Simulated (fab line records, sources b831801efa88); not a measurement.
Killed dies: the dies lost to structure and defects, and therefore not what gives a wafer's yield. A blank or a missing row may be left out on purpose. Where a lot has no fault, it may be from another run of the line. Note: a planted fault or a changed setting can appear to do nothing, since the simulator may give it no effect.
One fault seen from 2 desks | flow sky130 | every desk sees just its own numbers, and what lay behind them comes last

FROM THE METROLOGY DESK
Means of the sampled wafers that have a number, per lot and without regard to the tool the lot ran on: this is what the gauges read. The brackets show how far a lot's mean lies from the usual mean; more than 4 standard deviations puts the lot out of limits, marked OUT.
Columns: A = POLY_GATE_CVD_03_THK at SKY_POLY_GATE_THK_MEAS_04, usual 74.8 nm; B = LDD_P_OVL at SKY_LDD_P_OVL_MEAS_08, usual -2.1 nm
lot  | first seen here | A    | B
L105 | day 15 00:02    | 74.7 | -3.4
L106 | day 15 05:41    | 75.0 | -2.4
L107 | day 15 16:27    | 74.4 | 0.1
L108 | day 16 05:32    | 76.1 | -1.0
L109 | day 16 09:38    | 74.1 | -1.6
L110 | day 16 20:56    | 74.8 | 0.0
L111 | day 17 12:45    | 73.7 | -2.1
L112 | day 17 18:48    | 73.8 | 1.8
L115 | day 18 18:23    | 75.5 | -2.7
L117 | day 19 09:21    | 75.5 | -4.4
L120 | day 21 01:34    | 74.3 | -3.5
L122 | day 21 23:31    | 74.9 | -2.3
L123 | day 22 04:53    | 74.9 | -2.7
This desk found nothing out of limits on any of the 13 lots.

THE TOOL OWNER'S DESK: ilineStepper-01
The tool's own readings at SKY_LDD_HVN_EXPOSE_04 (exposes mask HVNTM, target cd 700 nm): means of the sampled wafers that have a number, for each lot that ran on this tool. The brackets show how far a lot's mean lies from the usual mean; more than 4 standard deviations puts the lot out of limits, marked OUT.
Columns: A = exposureDoseMJCm2 at SKY_LDD_HVN_EXPOSE_04, usual 127.00
lot  | first seen here | A
L105 | day 19 10:45    | 126.93
L107 | day 20 04:04    | 126.87
L108 | day 20 19:59    | 126.97
L111 | day 22 03:47    | 127.06
L112 | day 22 08:38    | 127.01
L115 | day 23 09:49    | 126.88
L120 | day 25 15:56    | 129.85 (+26) OUT
L122 | day 26 13:38    | 129.89 (+26) OUT
L123 | day 26 16:56    | 129.86 (+26) OUT
This desk's verdict: out of limits on L120, L122, L123, starting with L120 at day 25 15:56 (exposureDoseMJCm2 at SKY_LDD_HVN_EXPOSE_04). Within limits: L105, L107, L108, L111, L112, L115.

TAKEN TOGETHER
An alarm could have come from the tool owner's desk at day 25 15:56, on L120, L122, L123.
Metrology desk: nothing out of limits seen.
The metrology desk has L120, L122, L123 on record, within its limits.
The lots listed all ran SKY_LDD_HVN_EXPOSE_04 on ilineStepper-01.

WHAT HAD BEEN PUT IN BY THE SIMULATOR
Drift in process parameters on ilineStepper-01 at SKY_LDD_HVN_EXPOSE_04, starting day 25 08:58. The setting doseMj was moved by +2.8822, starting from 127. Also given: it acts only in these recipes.
Struck lots among those shown: L120, L122, L123.
Each desk's first reading out of limits, in hours after the fault started: the tool owner's desk, 7.
